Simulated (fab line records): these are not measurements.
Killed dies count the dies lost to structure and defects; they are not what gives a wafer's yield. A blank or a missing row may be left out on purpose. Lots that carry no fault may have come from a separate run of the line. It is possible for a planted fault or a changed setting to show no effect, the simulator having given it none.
fab line records ; flow sky130
record lots=4; wafers=12; last_day=49
route steps=708 shown CONTACT@423 METAL1@434 VIA1@458 PAD_OPEN@708
lots that met no fault: from a run of the same line without faults
start_h: hours from the record's first day to the start of the lot's first wafer shown ; wait_h: time in hours since the lot's previous step ; " same as the row above ; L1.1+2: a single row standing in for several wafers ; - no value, or no start was given ; * or withheld: withheld ; < > ~ a bound
route shown NAME@n: a module of which the file shows steps, and the number in the route of the first ; usual: mean/standard deviation of fault-free wafers ; same: alike in all rows ; chamber/n: place in a boat ; sites: the reading at each site ; _std_site: the values' standard deviation ; _edge_site: mean of outer sites minus mean of inner sites ; radius_mm: for every site, how far away it sits from the centre of the wafer ; mask NAME#n: copy n ; behind: the last tool/chamber to shape the wafer ; hold: cause of the lot's hold/its duration in hours/its outcome ; device: the n, p or np transistor that did not switch ; end of line: the tests these same wafers got at the end of their route ; step lacking rows: just its recipe ; killed: the dies lost at the first sort to structure and to defects; this is not the yield of the wafer ; map: a wafer's dies, marking killed ones x, the rest . and places with no die _
set.NAME: the setting as run; set.NAME@STEP: as run at that earlier step ; model.NAME: the simulator's own value behind a step, which no gauge read
lots at selected steps of the route; one table per step, one row per wafer
services: when a tool's chamber went out of use (start_h, in hours from the record's first day, below 0 if earlier), for how many hours, and the reason
## steps
# step SKY_CONTACT_ETCH_17
# recipe target=SiO2; chemistry=C4F8/O2/Ar; stop_on=Si3N4; mask_material=KrF-thick; source_w=1500; bias_w=1200; pressure_mtorr=40; c4f8_flow_sccm=withheld; O2_flow_sccm=6; Ar_flow_sccm=300; time_s=withheld; target_depth_a=3400
# step SKY_CONTACT_ETCH_18
# recipe target=Si3N4; chemistry=CHF3/O2; stop_on=TiN; source_w=600; bias_w=200; pressure_mtorr=40; chf3_flow_sccm=50; O2_flow_sccm=5; time_s=39; target_depth_a=750
# step SKY_CONTACT_STRIP_19
# recipe chemistry=O2/N2; power_w=1400; pressure_mtorr=1500; platen_temp_c=withheld; o2_flow_sccm=3000; n2_flow_sccm=300; overash_fraction=0.5
# step SKY_CONTACT_STRIP_20
# recipe chemistry=post_etch_residue_remover; time_s=1200; temp_c=72.5
# step SKY_CONTACT_CLEAN_21
# recipe chemistry=IPA; time_s=180; temp_c=25
# step SKY_CONTACT_CLEAN_22
# recipe chemistry=O3/DIW; dry=n2_spin
# step SKY_CONTACT_SPUTTER_23
# recipe material=TiN; target_thk_nm=20; chamber_pressure_pa=5; power_w=4000; time_s=80
# step SKY_CONTACT_CVD_24
# recipe material=W; target_thk_nm=340; time_s=102.12; temp_c=400; pressure_torr=40
# step SKY_CONTACT_CMP_27
# recipe stop_on=SiO2; t_overpolish_s=15; down_force_psi=3.5; platen_rpm=60; target_thk_nm=0; pad_velocity_m_s=0.94248
# step SKY_METAL1_SPUTTER_00
# recipe material=Ti; target_thk_nm=15; power_w=3000; time_s=10; chamber_pressure_pa=0.4
# step SKY_METAL1_SPUTTER_01
# recipe material=TiN; target_thk_nm=20; power_w=6500; time_s=16.7; chamber_pressure_pa=0.4
# usual chamber_pressure_pa=0.3999/0.00084; throttle_valve_pct=29.9/0.69
lot.wafer;tool;chamber;start_h;wait_h;chamber_pressure_pa;throttle_valve_pct
L123.1;pvd_sputter-04;-;775.29;0.0;0.4001;28.6
L123.2;pvd_sputter-04;-;775.29;0.0;0.4007;30.3
L123.5;pvd_sputter-04;-;775.29;0.0;0.4008;29.6
L125.2;pvd_sputter-01;-;786.32;0.0;0.4004;31.2
L125.3;pvd_sputter-01;-;786.32;0.0;0.4005;29.7
L125.5;pvd_sputter-01;-;786.32;0.0;0.4002;29.5
L133.3;pvd_sputter-01;-;847.71;0.0;0.4000;29.1
L133.4;pvd_sputter-01;-;847.71;0.0;0.4000;29.9
L133.6;pvd_sputter-01;-;847.71;0.0;0.4007;30.8
L134.1;pvd_sputter-01;-;850.53;0.0;0.4003;29.6
L134.2;pvd_sputter-01;-;850.53;0.0;0.3991;29.7
L134.3;pvd_sputter-01;-;850.53;0.0;0.3999;31.2
# step SKY_METAL1_SPUTTER_02
# recipe material=AlCu; target_thk_nm=250; power_w=10600; time_s=13.3; chamber_pressure_pa=0.4
# step SKY_METAL1_SPUTTER_03
# recipe material=Ti; target_thk_nm=5; power_w=3000; time_s=3.3; chamber_pressure_pa=0.4
# step SKY_METAL1_SPUTTER_04
# recipe material=TiN; target_thk_nm=70; power_w=6500; time_s=58.3; chamber_pressure_pa=0.4
# step SKY_METAL1_DEHYDRATE_07
# recipe temp_c=200; time_s=60
# step SKY_METAL1_HMDS_08
# recipe prime_time_s=60; prime_temp_c=120
# step SKY_METAL1_COAT_09
# recipe resist=BARC; temp_c=withheld; time_s=withheld; spin_rpm=3000; resist_thk_nm=60
# step SKY_METAL1_COAT_10
# recipe resist=KrF-thick; spin_rpm=3000; resist_thk_nm=450
# step SKY_METAL1_SOFTBAKE_11
# recipe temp_c=100; time_s=90; resist=KrF-thick
# step SKY_METAL1_EXPOSE_12
# recipe mask_id=MM1; na=0.8; source_shape=annular; sigma_inner=0.55; sigma_outer=0.85; target_cd_nm=140; dose_mj=28
# step SKY_METAL1_PEB_13
# recipe peb_temp_c=withheld; peb_time_s=withheld; resist=KrF-thick
# step SKY_METAL1_DEVELOP_14
# recipe develop_time_s=60; resist=KrF-thick; dev_temp_c=21
# step SKY_METAL1_DESCUM_17
# recipe chemistry=O2; source_power_w=150; bias_power_w=0; pressure_mtorr=10; temp_c=40; time_s=8
# step SKY_METAL1_ETCH_18
# recipe chemistry=N2/H2; target=BARC; ion_energy_ev=200; bias_w=100; pressure_mtorr=30; n2_flow_sccm=100; h2_flow_sccm=200; icp_w=500; stop_on=SiO2; time_s=45.9; target_depth_a=600
# step SKY_METAL1_METAL_ETCH_19
# recipe target_depth_a=3600; stop_on=SiO2; over_etch_frac=0.3; time_s=78; chemistry=Cl2/BCl3; resist_sidewall_deg=88; pressure_mtorr=10; icp_w=900; bias_w=48.5; Cl2_flow_sccm=60; bcl3_flow_sccm=30
# step SKY_METAL1_STRIP_20
# recipe chemistry=O2/N2; power_w=1400; pressure_mtorr=1500; platen_temp_c=withheld; o2_flow_sccm=3000; n2_flow_sccm=300; overash_fraction=0.5
# step SKY_METAL1_STRIP_21
# recipe chemistry=post_etch_residue_remover; time_s=1200; temp_c=72.5
# step SKY_METAL1_CLEAN_22
# recipe chemistry=IPA; time_s=180; temp_c=25
# step SKY_METAL1_CLEAN_23
# recipe chemistry=O3/DIW; dry=n2_spin
# step SKY_VIA1_HDPCVD_00
# recipe material=SiO2; target_thk_nm=1030; sigma_open_frac=0.3; time_s=171.7; temp_c=400; sih4_flow_sccm=60; pressure_mtorr=6
# step SKY_VIA1_CMP_02
# recipe material=SiO2; down_force_psi=4; platen_rpm=60; pad_velocity_m_s=0.94248
# step SKY_VIA1_DEHYDRATE_04
# recipe temp_c=200; time_s=60
# step SKY_VIA1_HMDS_05
# recipe prime_time_s=60; prime_temp_c=120
# step SKY_VIA1_COAT_06
# recipe resist=BARC; temp_c=withheld; time_s=withheld; spin_rpm=3000; resist_thk_nm=60
# step SKY_PAD_OPEN_PROBE_99
# usual defect_limited_yield=82.8/2; killed_at_M0_to_M3=43/6.4; killed_at_M4_up=3.1/2; killed_at_contacts=24/5.2; killed_at_front_end=15/4.3; killed_at_other=0.2/0.48; killed_dies=85/9.7; killed_open=47/6.9; killed_short=38/6.7; sort_bin_3_pad_short=0.9/0.48; sort_bin_5_function=10.3/1.6; sort_bin_6_memory=6.1/0.97; sort_n_pass=407/9.7; sort_yield_pct=82.8/2
# same gross_dies=492; killed_at_back_side=0; sort_bin_4_leakage[%]=0; sort_bin_8_speed[%]=0
lot.wafer;tool;chamber;start_h;wait_h;defect_limited_yield[%];killed_at_M0_to_M3;killed_at_M4_up;killed_at_contacts;killed_at_front_end;killed_at_other;killed_dies;killed_open;killed_short;sort_bin_3_pad_short[%];sort_bin_5_function[%];sort_bin_6_memory[%];sort_n_pass;sort_yield_pct[%];model.etest.tester.sort_n_pass;model.etest.tester.sort_yield_pct;model.etest.tester.sort_bin_5_pct;model.etest.tester.sort_bin_3_pct
L123.1;prober-02;-;1110.15;0.1;81.7;42;1;27;20;0;90;49;41;2.0;11.2;5.1;402;81.7;402;81.71;11.18;2.033
L123.2;prober-02;-;1110.20;0.1;85.4;34;3;23;12;0;72;42;30;0.6;9.3;4.7;420;85.4;420;85.37;9.35;0.6098
L123.5;prober-02;-;1110.35;0.2;81.5;45;3;26;17;0;91;50;41;0.4;9.3;8.7;401;81.5;401;81.5;9.35;0.4065
L125.2;prober-02;-;1118.69;0.1;81.7;52;4;18;16;0;90;56;34;1.0;11.0;6.3;402;81.7;402;81.71;10.98;1.016
L125.3;prober-02;-;1118.74;0.2;80.3;44;2;24;27;0;97;61;36;0;13.2;6.5;395;80.3;395;80.28;13.21;0
L125.5;prober-02;-;1118.84;0.2;83.1;47;3;25;8;0;83;43;40;0.4;11.0;5.5;409;83.1;409;83.13;10.98;0.4065
L133.3;prober-02;-;1163.93;0.2;85.0;34;4;21;15;0;74;51;23;0.4;7.5;7.1;418;85.0;418;84.96;7.52;0.4065
L133.4;prober-02;-;1163.98;0.2;83.1;43;6;24;10;0;83;43;40;1.8;8.3;6.7;409;83.1;409;83.13;8.333;1.829
L133.6;prober-02;-;1164.08;0.2;76.4;84;2;22;8;0;116;45;35;1.6;16.5;5.5;376;76.4;376;76.42;16.46;1.626
L134.1;prober-01;-;1165.54;0.1;83.7;39;3;25;13;0;80;48;32;0.6;9.1;6.5;412;83.7;412;83.74;9.146;0.6098
L134.2;prober-01;-;1165.59;0.1;80.3;50;4;29;14;0;97;48;49;1.6;12.0;6.1;395;80.3;395;80.28;11.99;1.626
L134.3;prober-01;-;1165.64;0.2;75.0;83;1;17;21;1;123;43;45;2.0;15.4;7.5;369;75.0;369;75;15.45;2.033
# killed by level:class
L123.1 VIA1:geometric_particle:open=9 CONTACT:geometric_particle:open=8 VIA3:geometric_particle:open=8 POLY_GATE:geometric_particle:open=6 LI_CONTACT:geometric_particle:short=6 CONTACT:geometric_particle:short=6 LI_CONTACT:geometric_particle:open=5 VIA2:geometric_particle:open=5
L123.2 VIA1:geometric_particle:open=11 CONTACT:geometric_particle:open=10 VIA1:geometric_particle:short=5 FIELD_ISO:geometric_particle:open=4 FIELD_ISO:geometric_particle:short=4 LI_CONTACT:geometric_particle:open=4 LOCAL_INTERCONNECT:geometric_particle:short=3 CONTACT:geometric_particle:short=3
L123.5 VIA2:geometric_particle:open=10 CONTACT:geometric_particle:open=10 LI_CONTACT:geometric_particle:open=8 VIA1:geometric_particle:open=7 VIA3:geometric_particle:open=6 POLY_GATE:geometric_particle:short=5 VIA1:geometric_particle:short=5 CONTACT:geometric_particle:short=5
L125.2 VIA1:geometric_particle:open=14 CONTACT:geometric_particle:open=10 VIA1:geometric_particle:short=8 VIA3:geometric_particle:open=7 VIA2:geometric_particle:open=6 POLY_GATE:geometric_particle:short=4 VIA2:geometric_particle:short=4 FIELD_ISO:geometric_particle:open=3
L125.3 VIA1:geometric_particle:open=15 CONTACT:geometric_particle:open=9 LI_CONTACT:geometric_particle:open=8 POLY_GATE:geometric_particle:short=7 VIA3:geometric_particle:open=7 FIELD_ISO:geometric_particle:open=6 POLY_GATE:geometric_particle:open=6 FIELD_ISO:geometric_particle:short=5
L125.5 CONTACT:geometric_particle:open=13 VIA2:geometric_particle:open=9 VIA3:geometric_particle:open=8 VIA1:geometric_particle:open=7 METAL2:geometric_particle:short=5 METAL1:geometric_particle:short=5 FIELD_ISO:geometric_particle:short=4 VIA1:geometric_particle:short=4
L133.3 VIA1:geometric_particle:open=14 CONTACT:geometric_particle:open=11 SPACER:geometric_particle:open=5 LI_CONTACT:geometric_particle:open=4 POLY_GATE:geometric_particle:open=4 CONTACT:geometric_particle:short=4 METAL1:geometric_particle:short=4 VIA3:geometric_particle:open=4
L133.4 VIA1:geometric_particle:open=10 CONTACT:geometric_particle:open=8 LI_CONTACT:geometric_particle:open=7 VIA2:geometric_particle:open=6 METAL2:geometric_particle:short=5 CONTACT:geometric_particle:short=5 METAL1:geometric_particle:short=5 VIA3:geometric_particle:short=5
L133.6 METAL1:unspecified=36 VIA1:geometric_particle:open=11 METAL2:geometric_particle:short=8 LI_CONTACT:geometric_particle:open=7 CONTACT:geometric_particle:open=7 VIA3:geometric_particle:open=7 VIA2:geometric_particle:short=6 VIA2:geometric_particle:open=5
L134.1 VIA1:geometric_particle:open=10 LI_CONTACT:geometric_particle:open=8 CONTACT:geometric_particle:open=8 METAL2:geometric_particle:short=7 POLY_GATE:geometric_particle:open=5 LOCAL_INTERCONNECT:geometric_particle:short=5 VIA3:geometric_particle:open=5 METAL1:geometric_particle:short=4
L134.2 VIA1:geometric_particle:open=11 CONTACT:geometric_particle:open=10 METAL1:geometric_particle:short=6 LI_CONTACT:geometric_particle:open=6 CONTACT:geometric_particle:short=6 VIA1:geometric_particle:short=6 METAL3:geometric_particle:short=5 VIA3:geometric_particle:open=5
L134.3 METAL1:unspecified=35 METAL1:geometric_particle:short=10 LI_CONTACT:geometric_particle:open=7 FIELD_ISO:geometric_particle:open=6 VIA2:geometric_particle:open=6 FIELD_ISO:geometric_particle:short=5 VIA1:geometric_particle:open=5 POLY_GATE:geometric_particle:open=4
# map L133.6 (x killed, . not)
__________...xxxxxxx_________
________.x.xxxxxxxxx.._______
______.x.xx.xxxxxxxxx..._____
_____......x.xxxxxx.x....____
____....xx...x.xxx.x.....x___
___..x..x..x...............__
__x..x..x.x.....x..x........_
_.....x......xx.x......x...x.
_...x.............x.x....x...
_...xx....x.x.....x.......x..
_....x.xx......x.............
_.............x.......xx...x.
_......x..x........x.........
_x..............x..x........x
_..x......x..x............xx.
__x.x......................x_
___.x.............x........__
____......xx.......xx..x.x___
_____..x......x.x.......x____
______.x..x..x....x....._____
________.xx.x......xx._______
__________.x..x....._________
# map L134.3 (x killed, . not)
__________...xxxxxxx_________
________....xxxxxxxx.._______
______.x.xxxxxxxxxxxx..x_____
_____.......xxxxxxxxxx...____
____.x......xxxxxxx..x.xx.___
___x..x..x..x.x.xx...x.x...__
__..x....xx.x.....x....x...._
_.x.....x........xx......x..x
_......x....................x
_.......x.x......x....x......
_.............x...x....x.....
_...x..x..x..x..........xx...
_x..xxx.x........x.x......xxx
_x....x................xxx...
_..x...x.x..........x.......x
__..x.x......x....xx.....x.._
___...x....................__
____......................___
_____...x.....x..x..x....____
______..x....x..x......._____
________x............._______
__________x.......x._________
## services
tool;chamber;start_h;hours;kind
pvd_sputter-04;0;754.70;-;consumable_replace:kit
pvd_sputter-04;0;754.70;18.0;scheduled_down
pvd_sputter-04;0;754.70;18.0;vent_cycle
pvd_sputter-01;-;765.12;3.5;repair
pvd_sputter-01;3;832.59;-;consumable_replace:kit
pvd_sputter-01;3;832.59;18.0;scheduled_down
pvd_sputter-01;3;832.59;18.0;vent_cycle
pvd_sputter-04;-;846.22;5.2;repair
## key
first_sign step=SKY_PAD_OPEN_PROBE_99; reading=killed_at_M0_to_M3; direction=up; sigmas=6.4; usual=43; struck=84
effect step=SKY_PAD_OPEN_PROBE_99; reading=sort_bin_5_function; direction=up; sigmas=3.7; usual=10.3; struck=16.0
model_effect step=SKY_PAD_OPEN_PROBE_99; value=etest.tester.sort_n_pass; without=404; struck=372.5
met_at SKY_METAL1_SPUTTER_01
struck_wafers L133.6,L134.3
onset_between 786.32 847.71
fault kind=chamber_particle_source; tool=pvd_sputter-01; chamber=-; onset_h=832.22; steps=SKY_METAL1_SPUTTER_01; rate_per_visit_cm2=0.47833; end_h=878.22; scope=struck_wafers_only
